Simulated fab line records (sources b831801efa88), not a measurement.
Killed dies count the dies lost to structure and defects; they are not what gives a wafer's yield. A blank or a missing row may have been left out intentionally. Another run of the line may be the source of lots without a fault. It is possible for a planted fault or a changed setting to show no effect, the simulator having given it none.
What tool caused it? | flow sky130 | Sampling: 12 lots, 36 wafers, 2 of 708 route steps

WHAT THE GAUGES READ, wafer by wafer
SKY_PASSIVATION_THK_MEAS_03.
lot  | measured     | on           | PASSIVATION_CVD_02_THK (nm)
L762 | day 44 13:26 | filmMetro-03 | 531 536 549
L763 | day 45 14:35 | filmMetro-01 | 541 544 538
L764 | day 45 19:31 | filmMetro-01 | 541 536 554
L765 | day 46 07:04 | filmMetro-01 | 539 552 547
L766 | day 46 08:47 | filmMetro-01 | 545 554 545
L770 | day 46 22:53 | filmMetro-02 | 547 557 551
L768 | day 47 00:34 | filmMetro-01 | 539 545 544
L769 | day 47 01:23 | filmMetro-01 | 527 539 541
L771 | day 47 07:22 | filmMetro-02 | 524 545 537
L775 | day 47 19:11 | filmMetro-01 | 527 532 542
L776 | day 47 23:39 | filmMetro-02 | 594 604 594 593 604 594
L777 | day 48 10:20 | filmMetro-01 | 594 594 588 594 594 588

WHICH TOOL RAN EACH LOT (tool, then ch and the chambers of the sampled wafers, then the start)
lot  | SKY_PASSIVATION_CVD_02
L762 | pecvd-04 ch 0,1,2, day 44 13:12
L763 | pecvd-04 ch 0,1,2, day 45 14:26
L764 | pecvd-04 ch 0,1,2, day 45 19:16
L765 | pecvd-03 ch 0,1,2, day 46 06:50
L766 | pecvd-03 ch 0,1,2, day 46 08:34
L770 | pecvd-03 ch 1,2, day 46 22:38
L768 | pecvd-03 ch 0,2, day 47 00:20
L769 | pecvd-02 ch 0,2, day 47 01:10
L771 | pecvd-02 ch 1,2, day 47 07:07
L775 | pecvd-02 ch 0,1, day 47 18:58
L776 | pecvd-02 ch 0,1,2, day 47 23:24
L777 | pecvd-02 ch 0,1,2, day 48 10:07
- SKY_PASSIVATION_CVD_02: deposits Si3N4, target thk 540 nm.

WHAT THE TOOLS THEMSELVES READ (means of the sampled wafers that have a number; where no wafer has one, the mark that the record gives instead)
SKY_PASSIVATION_CVD_02.
lot  | tool     | heaterPowerW (W) | rfFwdPowerW (W)
L762 | pecvd-04 | 631              | 450.6
L763 | pecvd-04 | 655              | 448.9
L764 | pecvd-04 | 686              | 448.8
L765 | pecvd-03 | 781              | 449.3
L766 | pecvd-03 | 805              | 449.3
L770 | pecvd-03 | 713              | 448.0
L768 | pecvd-03 | 848              | 448.8
L769 | pecvd-02 | 569              | 448.7
L771 | pecvd-02 | 731              | 449.2
L775 | pecvd-02 | 806              | 448.5
L776 | pecvd-02 | 654              | 627.7
L777 | pecvd-02 | 597              | 628.6

THE ANSWER, worked out from the rows above alone
Rule: the lots themselves supply what counts as usual. Put in order of their means at a reading, lots are off if they are a third of the lots or fewer, leave a main group of 4 or more, and stand apart from it by a gap of 3 or more times the standard deviation of the main group's means; of several such gaps the widest counts. Not used: any main group whose means are identical at the precision the tables above print for the reading. A lot without any number at a reading at which 4 lots or more have one is off too. Where the step has rows for the other lots, those lots are counted as sound. The gauges are gone through in route order, then the tools' own readings, and for those a lot's mean is taken as printed above. At the first step where some lot is off, the reading lying furthest off is the one used; lots without a number count as furthest.
Off: L776, L777, seen at SKY_PASSIVATION_THK_MEAS_03 (PASSIVATION_CVD_02_THK). The main group: mean 542 nm, standard deviation 5.6.
A tool fits if, at a process step before that reading, it ran every lot that is off, and no sound lot after the first of them. Not tried: the gauges at SKY_PASSIVATION_THK_MEAS_03; whatever is off there is also off at SKY_PASSIVATION_CVD_02, on other tools, and gauge error can't account for it. One fits: SKY_PASSIVATION_CVD_02 on pecvd-02. A fault onset in the window from L775 (day 47 18:58, its last sound lot) to L776 (day 47 23:24, its first lot off) fits.
On the lots that are off, the tool's own readings at SKY_PASSIVATION_CVD_02 differ by more than 5 times the standard deviation of the sound lots' means, which bears it out; rfFwdPowerW reads 628.2 W there versus 449.0 W on the sound lots.

WHAT THE SIMULATOR PUT IN
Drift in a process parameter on pecvd-02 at SKY_PASSIVATION_CVD_02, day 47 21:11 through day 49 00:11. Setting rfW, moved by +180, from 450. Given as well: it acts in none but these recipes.
Struck lots among those shown: L776, L777. Same finding as the rule above.
